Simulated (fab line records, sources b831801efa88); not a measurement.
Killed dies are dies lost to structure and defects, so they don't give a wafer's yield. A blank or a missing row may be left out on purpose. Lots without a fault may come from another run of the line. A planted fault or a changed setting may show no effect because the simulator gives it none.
Chamber matching | flow sky130 | SKY_FIELD_ISO_ETCH_15 on rie_diel-03: 4 sister chambers
The step etches the open film in CHF3/O2, stops on Si, target depth 180 nm, time 72 s. 4 wafers are shown with their chamber, then 7 later ones without.

WAFERS WITH THEIR CHAMBER
wafer  | chamber | drypump_motor_current_A (A)
L740.5 | 1       | 5.8
L740.6 | 0       | 6.1
L741.2 | 2       | 5.1
L741.4 | 3       | 6.0

WAFERS WITHOUT THEIR CHAMBER
wafer  | drypump_motor_current_A (A)
L741.6 | 6.0
L742.1 | 6.1
L742.4 | 5.2
L742.5 | 6.1
L747.1 | 5.8
L747.3 | 6.1
L747.4 | 6.0

WHICH CHAMBER EACH WENT THROUGH
wafer  | from the rows above | in truth
L741.6 | 3                   | 3
L742.1 | 0                   | 0
L742.4 | 2                   | 2
L742.5 | 0                   | 0
L747.1 | 1                   | 1
L747.3 | 0                   | 0
L747.4 | 3                   | 3
Placed correctly: 7 of 7. Can't be placed from these rows: 0. Placed wrongly: 0.
How it was worked out, from the rows above alone: a wafer's distance from a chamber is the root of the sum, over the readings, of the square of ((its reading less the chamber's mean) divided by the reading's scatter). The wafer belongs to the nearest chamber; if the next one is less than 2 further off, it can't be placed. A chamber's mean is the mean of its shown wafers. The scatter: with one shown wafer a chamber, the root of the mean of the squares of how far each hidden wafer lies from its nearest shown one.
